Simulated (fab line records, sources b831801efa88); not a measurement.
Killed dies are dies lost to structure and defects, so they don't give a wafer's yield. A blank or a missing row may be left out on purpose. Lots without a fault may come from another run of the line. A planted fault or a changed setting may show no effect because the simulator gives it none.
Chamber matching | flow gf180mcu | GF_V3_CVD_02 on pecvd-03: 3 sister chambers
The step deposits SiO2 from TEOS, target thk 850 nm, time 94.851 s. 3 wafers are shown with their chamber, then 7 later ones without.

WAFERS WITH THEIR CHAMBER
wafer  | chamber | heater_power_w (W)
L883.6 | 1       | 765
L885.1 | 0       | 671
L885.2 | 2       | 517

WAFERS WITHOUT THEIR CHAMBER
wafer  | heater_power_w (W)
L885.4 | 548
L898.1 | 733
L898.2 | 805
L898.6 | 520
L901.2 | 515
L901.3 | 780
L901.6 | 625

WHICH CHAMBER EACH WENT THROUGH
wafer  | from the rows above     | in truth
L885.4 | 2                       | 2
L898.1 | can't be placed: 1 or 0 | 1
L898.2 | 1                       | 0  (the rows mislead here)
L898.6 | 2                       | 2
L901.2 | 2                       | 2
L901.3 | 1                       | 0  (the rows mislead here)
L901.6 | 0                       | 0
Placed correctly: 4 of 7. Can't be placed from these rows: 1 (the true chamber is among the candidates in 1). Placed wrongly: 2.
How it was worked out, from the rows above alone: a wafer's distance from a chamber is the root of the sum, over the readings, of the square of ((its reading less the chamber's mean) divided by the reading's scatter). The wafer belongs to the nearest chamber; if the next one is less than 2 further off, it can't be placed. A chamber's mean is the mean of its shown wafers. The scatter: with one shown wafer a chamber, the root of the mean of the squares of how far each hidden wafer lies from its nearest shown one.
